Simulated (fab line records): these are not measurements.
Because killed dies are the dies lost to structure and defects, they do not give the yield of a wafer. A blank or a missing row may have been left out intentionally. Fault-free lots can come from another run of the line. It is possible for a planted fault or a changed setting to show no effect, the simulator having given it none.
fab line records -- flow sky130
record: lots: 5, wafers: 15, last_day: 49
route steps=708 shown PWDE@48 NWELL@56 PAD_OPEN@708
lots that met no fault: taken from a fault-free run of the same line
start_h: start of the lot's first displayed wafer, in hours after the record's first day -- wait_h: time in hours since the lot's previous step -- " the same as in the row above -- L1.1+2: a single row standing in for several wafers -- - either no value or no given start -- * or withheld: withheld -- < > ~ a bound
route shown NAME@n: names a module that has steps shown in the file, with the first one's number in the route -- usual: average and standard deviation across the fault-free wafers -- same: alike in all rows -- chamber/n: place in a boat -- sites: per-site readings -- _std_site: standard deviation across them -- _edge_site: the outer-site mean with the inner-site mean subtracted -- radius_mm: how far each site lies from the wafer's centre -- mask NAME#n: copy n -- behind: the tool/chamber that last shaped the wafer -- hold: cause of the lot's hold/its duration in hours/its outcome -- device: whichever transistor did not switch (one of n, p or np) -- end of line: tests run on the same wafers once the route is complete -- a step with no rows: only its recipe -- killed: at the first sort, the dies lost to defects and structure; wafer yield is something else -- map: the dies of a wafer, with x for killed, . for not killed, _ for no die there
set.NAME: the setting as run; set.NAME@STEP: as run at that earlier step -- model.NAME: the simulator's own value behind a step, which no gauge read
lots seen at some steps along the route; tables by step, rows by wafer
services: when a tool's chamber went out of use (start_h, in hours from the record's first day, below 0 if earlier), for how many hours, and the reason
== steps ==
step: SKY_PWDE_SOFTBAKE_03
recipe: temp_c: 110, time_s: withheld
step: SKY_PWDE_EXPOSE_04
recipe: mask_id: PWDEM, na: 0.6, source_shape: conventional, sigma_outer: 0.6, polarization: unpolarized, target_cd_nm: 840, dose_mj: 214
step: SKY_PWDE_PEB_05
recipe: temp_c: 115, time_s: withheld
step: SKY_PWDE_DEVELOP_06
recipe: wall_angle_deg: 90, developer: TMAH, develop_time_s: 60, dev_temp_c: 23
step: SKY_PWDE_OVL_MEAS_07
usual: PWDE_OVL: 0.2/1.5
lot.wafer,tool,chamber,start_h,wait_h,PWDE_OVL[nm]
L901.2,overlay-02,-,69.72,-,-3.3
L901.5,overlay-02,-,69.72,-,-1.4
L901.6,overlay-02,-,69.72,-,-1.3
L906.1,overlay-01,-,95.66,-,0.4
L906.2,overlay-01,-,95.66,-,0.8
L906.5,overlay-01,-,95.66,-,-0.4
L907.2,overlay-01,-,101.85,-,-0.8
L907.4,overlay-01,-,101.85,-,-0.1
L907.5,overlay-01,-,101.85,-,-1.2
L917.1,overlay-01,-,159.93,-,0.8
L917.2,overlay-01,-,159.93,-,2.5
L917.4,overlay-01,-,159.93,-,1.5
L918.2,overlay-02,-,163.42,-,-3.1
L918.4,overlay-02,-,163.42,-,-3.0
L918.5,overlay-02,-,163.42,-,0.3
step: SKY_PWDE_IMPLANT_08
recipe: species: B, energy_kev: 150, dose_cm2: 3.6e+12, tilt_deg: withheld
step: SKY_PWDE_STRIP_09
recipe: chemistry: O2/N2, power_w: 1400, pressure_mtorr: 1500, platen_temp_c: withheld, o2_flow_sccm: 3000, n2_flow_sccm: 300, overash_fraction: 0.5
usual: drypump_motor_current_A: 5.9/0.31, o2_flow_sccm: 3000/9.3, oes_product_au: 0.723/0.0044, strip_time_to_endpoint_s: 36.91/0.11
lot.wafer,tool,chamber,start_h,wait_h,drypump_motor_current_A,o2_flow_sccm,oes_product_au,rf_hours_counter_h,strip_time_to_endpoint_s
L901.2,plasma_asher-04,0,69.90,0.1,5.8,3003,0.723,40,36.92
L901.5,plasma_asher-04,0,69.90,0.1,5.8,2998,0.723,-,36.88
L901.6,plasma_asher-04,1,69.90,0.1,5.6,3009,0.721,-,36.88
L906.1,plasma_asher-04,0,95.85,0.1,5.9,2979,0.719,43,36.74
L906.2,plasma_asher-04,1,95.85,0.1,5.5,3000,0.729,43,36.86
L906.5,plasma_asher-04,0,95.85,0.1,5.9,2990,0.718,-,36.89
L907.2,plasma_asher-03,0,102.03,0.1,5.7,3003,0.723,26,36.92
L907.4,plasma_asher-03,0,102.03,0.1,5.7,3004,0.720,-,36.92
L907.5,plasma_asher-03,0,102.03,0.1,5.6,2999,0.710,-,36.95
L917.1,plasma_asher-03,0,160.11,0.1,5.7,2999,0.723,30,36.93
L917.2,plasma_asher-03,1,160.11,0.1,5.7,2996,0.722,30,36.85
L917.4,plasma_asher-03,0,160.11,0.1,5.7,2990,0.713,-,36.92
L918.2,plasma_asher-04,1,163.60,0.1,5.5,3011,0.726,5,36.72
L918.4,plasma_asher-04,0,163.60,0.1,5.8,2997,0.724,-,36.81
L918.5,plasma_asher-04,0,163.60,0.1,5.8,3006,0.724,-,36.90
step: SKY_PWDE_TW_MEAS_10
usual: PWDE_TW: 379/3.9
lot.wafer,tool,chamber,start_h,wait_h,PWDE_TW
L901.2,film_metro-04,-,70.01,0.1,384
L901.5,film_metro-04,-,70.01,0.1,382
L901.6,film_metro-04,-,70.01,0.1,381
L906.1,film_metro-01,-,95.95,0.1,379
L906.2,film_metro-01,-,95.95,0.1,379
L906.5,film_metro-01,-,95.95,0.1,380
L907.2,film_metro-04,-,102.14,0.1,382
L907.4,film_metro-04,-,102.14,0.1,382
L907.5,film_metro-04,-,102.14,0.1,385
L917.1,film_metro-04,-,160.21,0.1,383
L917.2,film_metro-04,-,160.21,0.1,385
L917.4,film_metro-04,-,160.21,0.1,384
L918.2,film_metro-01,-,163.71,0.1,376
L918.4,film_metro-01,-,163.71,0.1,376
L918.5,film_metro-01,-,163.71,0.1,376
step: SKY_NWELL_DEHYDRATE_03
recipe: temp_c: 200, time_s: 60
step: SKY_NWELL_HMDS_04
recipe: prime_time_s: 60, prime_temp_c: 120
step: SKY_NWELL_COAT_05
recipe: spin_rpm: 2000, resist_thk_nm: 3000
step: SKY_NWELL_SOFTBAKE_06
recipe: temp_c: 110, time_s: withheld
step: SKY_NWELL_EXPOSE_07
recipe: mask_id: NWM, na: 0.6, source_shape: conventional, sigma_outer: 0.6, polarization: unpolarized, target_cd_nm: 840, dose_mj: 255
usual: exposure_dose_mJ_cm2: 254.99/0.25
lot.wafer,tool,chamber,start_h,wait_h,mask,exposure_dose_mJ_cm2
L901.2,iline_stepper-02,0,78.41,-,NWM#0,255.19
L901.5,iline_stepper-02,0,78.41,-,NWM#0,254.95
L901.6,iline_stepper-02,0,78.41,-,NWM#0,255.03
L906.1,iline_stepper-02,0,104.34,-,NWM#0,254.74
L906.2,iline_stepper-02,0,104.34,-,NWM#0,254.95
L906.5,iline_stepper-02,0,104.34,-,NWM#0,254.87
L907.2,iline_stepper-02,0,110.94,-,NWM_COMPLEMENT#0,254.87
L907.4,iline_stepper-02,0,110.94,-,NWM_COMPLEMENT#0,254.92
L907.5,iline_stepper-02,0,110.94,-,NWM_COMPLEMENT#0,255.08
L917.1,iline_stepper-02,0,169.48,-,NWM#0,255.13
L917.2,iline_stepper-02,0,169.48,-,NWM#0,255.07
L917.4,iline_stepper-02,0,169.48,-,NWM#0,254.70
L918.2,iline_stepper-01,0,173.71,-,NWM#0,254.70
L918.4,iline_stepper-01,0,173.71,-,NWM#0,254.58
L918.5,iline_stepper-01,0,173.71,-,NWM#0,254.59
step: SKY_NWELL_PEB_08
recipe: temp_c: 115, time_s: withheld
step: SKY_NWELL_DEVELOP_09
recipe: wall_angle_deg: 90, developer: TMAH, develop_time_s: 60, dev_temp_c: 23
step: SKY_NWELL_OVL_MEAS_10
usual: NWELL_00_OVL: -1.0/1.5
lot.wafer,tool,chamber,start_h,wait_h,NWELL_00_OVL[nm]
L901.2,overlay-01,-,86.25,-,-0.4
L901.5,overlay-01,-,86.25,-,-1.6
L901.6,overlay-01,-,86.25,-,-1.0
L906.1,overlay-01,-,112.84,-,-1.2
L906.2,overlay-01,-,112.84,-,-1.5
L906.5,overlay-01,-,112.84,-,-1.9
L907.2,overlay-02,-,119.58,-,-
L907.4,overlay-02,-,119.58,-,-
L907.5,overlay-02,-,119.58,-,-
L917.1,overlay-02,-,179.93,-,-2.2
L917.2,overlay-02,-,179.93,-,-3.7
L917.4,overlay-02,-,179.93,-,-4.4
L918.2,overlay-01,-,183.98,-,1.4
L918.4,overlay-01,-,183.98,-,1.3
L918.5,overlay-01,-,183.98,-,1.3
step: SKY_NWELL_IMPLANT_11
recipe: species: P, energy_kev: 403.6, dose_cm2: 1.9e+13, tilt_deg: withheld
step: SKY_NWELL_IMPLANT_12
recipe: species: P, energy_kev: 120, dose_cm2: 1.3e+12, tilt_deg: withheld
step: SKY_NWELL_IMPLANT_13
recipe: species: P, energy_kev: 50, dose_cm2: 7e+11, tilt_deg: withheld
step: SKY_NWELL_STRIP_14
recipe: chemistry: O2/N2, power_w: 1400, pressure_mtorr: 1500, platen_temp_c: withheld, o2_flow_sccm: 3000, n2_flow_sccm: 300, overash_fraction: 0.5
usual: drypump_motor_current_A: 5.68/0.27, o2_flow_sccm: 2999/9, oes_product_au: 0.722/0.0048, strip_time_to_endpoint_s: 36.88/0.1
lot.wafer,tool,chamber,start_h,wait_h,drypump_motor_current_A,o2_flow_sccm,oes_product_au,rf_hours_counter_h,strip_time_to_endpoint_s
L901.2,plasma_asher-02,0,86.73,0.1,5.26,2992,0.717,42,36.88
L901.5,plasma_asher-02,0,86.73,0.1,5.23,2987,0.723,-,36.82
L901.6,plasma_asher-02,1,86.73,0.1,6.11,3000,0.724,-,36.86
L906.1,plasma_asher-02,1,116.27,3.1,6.12,2986,0.720,45,36.99
L906.2,plasma_asher-02,0,116.27,3.1,5.22,2993,0.730,45,36.98
L906.5,plasma_asher-02,0,116.27,3.1,5.24,3002,0.721,-,36.92
L907.2,plasma_asher-04,0,120.06,0.1,5.84,2996,0.717,0,36.87
L907.4,plasma_asher-04,1,120.06,0.1,5.51,3005,0.716,-,36.99
L907.5,plasma_asher-04,1,120.06,0.1,5.54,3004,0.715,-,36.92
L917.1,plasma_asher-04,1,180.41,0.1,5.52,3018,0.726,6,36.90
L917.2,plasma_asher-04,0,180.41,0.1,5.83,2992,0.713,6,36.80
L917.4,plasma_asher-04,0,180.41,0.1,5.83,3007,0.713,-,36.78
L918.2,plasma_asher-03,0,184.46,0.1,5.65,2999,0.722,32,36.87
L918.4,plasma_asher-03,1,184.46,0.1,5.72,3001,0.727,-,36.86
L918.5,plasma_asher-03,0,184.46,0.1,5.68,3009,0.716,-,36.88
step: SKY_NWELL_TW_MEAS_15
usual: NWELL_TW: 1844/19
lot.wafer,tool,chamber,start_h,wait_h,hold,NWELL_TW
L901.2,film_metro-01,-,86.84,0.1,-,1845
L901.5,film_metro-01,-,86.84,0.1,-,1836
L901.6,film_metro-01,-,86.84,0.1,-,1835
L906.1,film_metro-04,-,116.37,0.1,-,1869
L906.2,film_metro-04,-,116.37,0.1,-,1860
L906.5,film_metro-04,-,116.37,0.1,-,1858
L907.2,film_metro-04,-,120.17,0.1,await_dispo/0.2h/release,31
L907.4,film_metro-04,-,120.17,0.1,await_dispo/0.2h/release,31
L907.5,film_metro-04,-,120.17,0.1,await_dispo/0.2h/release,31
L907.2,film_metro-04,-,120.39,0.2,-,31
L907.4,film_metro-04,-,120.39,0.2,-,31
L907.5,film_metro-04,-,120.39,0.2,-,31
L917.1,film_metro-04,-,180.51,0.1,-,1863
L917.2,film_metro-04,-,180.51,0.1,-,1868
L917.4,film_metro-04,-,180.51,0.1,-,1858
L918.2,film_metro-01,-,184.57,0.1,-,1838
L918.4,film_metro-01,-,184.57,0.1,-,1836
L918.5,film_metro-01,-,184.57,0.1,-,1839
step: SKY_PAD_OPEN_PROBE_99
usual: defect_limited_yield: 82.6/2.1, killed_at_M0_to_M3: 44/7.5, killed_at_M4_up: 3.1/1.7, killed_at_contacts: 24/6.2, killed_at_front_end: 15/4.2, killed_at_other: 0.4/0.58, killed_dies: 85/10, killed_on_rim: 17/4, killed_open: 47/7.7, killed_short: 38/6.4, sort_bin_3_pad_short: 0.8/0.41, sort_bin_5_function: 10.3/1.7, sort_bin_6_memory: 6.2/1.1, sort_n_pass: 407/10, sort_yield_pct: 82.6/2.1
same: gross_dies: 492, killed_at_back_side: 0, sort_bin_4_leakage[%]: 0, sort_bin_8_speed[%]: 0
lot.wafer,tool,chamber,start_h,wait_h,defect_limited_yield[%],killed_at_M0_to_M3,killed_at_M4_up,killed_at_contacts,killed_at_front_end,killed_at_other,killed_dies,killed_on_rim,killed_open,killed_short,sort_bin_3_pad_short[%],sort_bin_5_function[%],sort_bin_6_memory[%],sort_n_pass,sort_yield_pct[%]
L901.2,prober-01,-,1073.04,0.1,81.9,46,2,20,21,0,89,20,55,33,0.6,11.8,5.7,403,81.9
L901.5,prober-01,-,1073.19,0.2,80.7,51,1,26,17,0,95,24,51,40,0.6,11.2,7.5,397,80.7
L901.6,prober-01,-,1073.24,0.2,84.6,47,3,12,14,0,76,11,47,25,0.6,7.9,6.9,416,84.6
L906.1,prober-02,-,1103.62,0.1,80.7,61,0,23,11,0,95,20,41,54,1.6,11.0,6.7,397,80.7
L906.2,prober-02,-,1103.67,0.1,83.9,39,2,20,18,0,79,20,43,36,0.2,9.1,6.7,413,83.9
L906.5,prober-02,-,1103.82,0.2,82.1,46,1,21,20,0,88,19,52,36,0.4,12.2,5.3,404,82.1
L917.1,prober-01,-,1167.59,0.1,84.1,46,5,18,9,0,78,12,43,35,0.4,8.9,6.5,414,84.1
L917.2,prober-01,-,1167.64,0.1,82.7,59,0,17,9,0,85,19,38,47,1.2,11.2,4.9,407,82.7
L917.4,prober-01,-,1167.74,0.2,83.3,34,4,28,16,0,82,16,46,36,0.6,8.7,7.3,410,83.3
L918.2,prober-02,-,1171.75,0.1,82.3,43,2,27,15,0,87,23,42,45,1.0,9.6,7.1,405,82.3
L918.4,prober-02,-,1171.85,0.2,80.1,51,3,27,16,1,98,21,57,41,0.8,13.6,5.5,394,80.1
L918.5,prober-02,-,1171.90,0.2,79.7,42,2,34,21,1,100,24,59,41,1.2,11.4,7.7,392,79.7
killed by level:class
L901.2 VIA1:geometric_particle:open=15 FIELD_ISO:geometric_particle:open=7 VIA3:geometric_particle:open=7 METAL1:geometric_particle:short=6 LI_CONTACT:geometric_particle:open=6 POLY_GATE:geometric_particle:open=5 CONTACT:geometric_particle:open=5 VIA3:geometric_particle:short=5
L901.5 CONTACT:geometric_particle:open=13 VIA3:geometric_particle:open=8 VIA1:geometric_particle:open=7 VIA2:geometric_particle:open=7 FIELD_ISO:geometric_particle:short=6 METAL1:geometric_particle:short=6 METAL2:geometric_particle:short=6 FIELD_ISO:geometric_particle:open=5
L901.6 VIA1:geometric_particle:open=16 VIA2:geometric_particle:open=8 VIA3:geometric_particle:short=6 FIELD_ISO:geometric_particle:open=4 LI_CONTACT:geometric_particle:open=4 VIA3:geometric_particle:open=4 CONTACT:geometric_particle:open=3 METAL1:geometric_particle:open=3
L906.1 METAL1:geometric_particle:short=10 LI_CONTACT:geometric_particle:open=10 VIA1:geometric_particle:open=8 VIA1:geometric_particle:short=8 METAL2:geometric_particle:short=8 VIA3:geometric_particle:short=7 VIA3:geometric_particle:open=7 CONTACT:geometric_particle:short=6
L906.2 VIA3:geometric_particle:open=10 VIA1:geometric_particle:open=7 VIA2:geometric_particle:open=6 CONTACT:geometric_particle:open=6 LOCAL_INTERCONNECT:geometric_particle:short=6 CONTACT:geometric_particle:short=5 FIELD_ISO:geometric_particle:open=4 SPACER:geometric_particle:short=4
L906.5 VIA2:geometric_particle:open=10 CONTACT:geometric_particle:open=9 LI_CONTACT:geometric_particle:open=7 METAL1:geometric_particle:short=7 VIA1:geometric_particle:short=7 VIA1:geometric_particle:open=6 FIELD_ISO:geometric_particle:short=5 FIELD_ISO:geometric_particle:open=4
L917.1 VIA1:geometric_particle:open=10 VIA3:geometric_particle:open=9 CONTACT:geometric_particle:open=8 METAL2:geometric_particle:short=7 VIA2:geometric_particle:open=5 METAL4:geometric_particle:short=5 LI_CONTACT:geometric_particle:open=4 CONTACT:geometric_particle:short=4
L917.2 VIA1:geometric_particle:open=9 CONTACT:geometric_particle:open=8 VIA1:geometric_particle:short=8 METAL1:geometric_particle:short=7 VIA2:geometric_particle:open=7 CONTACT:geometric_particle:short=6 METAL2:geometric_particle:short=6 METAL3:geometric_particle:short=6
L917.4 CONTACT:geometric_particle:open=13 VIA1:geometric_particle:open=10 METAL2:geometric_particle:short=8 POLY_GATE:geometric_particle:open=5 LOCAL_INTERCONNECT:geometric_particle:short=5 FIELD_ISO:geometric_particle:short=4 VIA2:geometric_particle:open=4 LI_CONTACT:geometric_particle:open=3
L918.2 CONTACT:geometric_particle:open=10 VIA1:geometric_particle:open=7 LOCAL_INTERCONNECT:geometric_particle:short=6 VIA3:geometric_particle:short=6 METAL2:geometric_particle:short=6 FIELD_ISO:geometric_particle:short=5 POLY_GATE:geometric_particle:open=4 LI_CONTACT:geometric_particle:short=4
L918.4 CONTACT:geometric_particle:open=11 VIA2:geometric_particle:open=11 VIA1:geometric_particle:open=10 METAL1:geometric_particle:short=9 VIA3:geometric_particle:open=8 LI_CONTACT:geometric_particle:open=6 POLY_GATE:geometric_particle:short=5 CONTACT:geometric_particle:short=5
L918.5 CONTACT:geometric_particle:open=17 VIA3:geometric_particle:open=9 LI_CONTACT:geometric_particle:open=8 VIA1:geometric_particle:open=8 FIELD_ISO:geometric_particle:open=6 FIELD_ISO:geometric_particle:short=6 METAL2:geometric_particle:short=6 VIA3:geometric_particle:short=6
== services ==
tool,chamber,start_h,hours,kind
plasma_asher-02,-,69.87,3.5,repair
iline_stepper-01,-,70.24,1.7,pm
iline_stepper-02,0,70.60,-,calibration
iline_stepper-01,-,75.84,1.8,repair
plasma_asher-03,-,77.84,21.3,repair
plasma_asher-04,-,108.75,9.0,pm
plasma_asher-04,0,108.75,9.0,vent_cycle
plasma_asher-04,1,108.75,9.0,vent_cycle
plasma_asher-02,-,110.65,5.4,repair
iline_stepper-02,-,111.80,4.6,repair
plasma_asher-03,-,112.16,11.3,repair
plasma_asher-04,0,117.75,-,clean
plasma_asher-04,1,117.75,-,clean
plasma_asher-03,-,128.24,2.5,repair
plasma_asher-03,-,138.45,2.4,repair
iline_stepper-02,-,173.69,1.7,pm
== key ==
first_sign: step: SKY_NWELL_EXPOSE_07, reading: mask, direction: changed
effect: step: SKY_NWELL_OVL_MEAS_10, reading: NWELL_00_OVL, direction: missing
effect: step: SKY_NWELL_TW_MEAS_15, reading: visit, direction: added
effect: step: SKY_NWELL_TW_MEAS_15, reading: NWELL_TW, direction: down, sigmas: 93, usual: 1844, struck: 31
met_at SKY_NWELL_EXPOSE_07
struck_wafers L907.2,L907.4,L907.5
scrapped_behind SKY_NWELL_TW_MEAS_15 L907.2,L907.4,L907.5
onset_between 104.34 110.94
fault: kind: wrong_mask, tool: any, chamber: -, onset_h: 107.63, steps: SKY_NWELL_EXPOSE_07, aux_copy: NWM_COMPLEMENT#0, scope: struck_lots_only
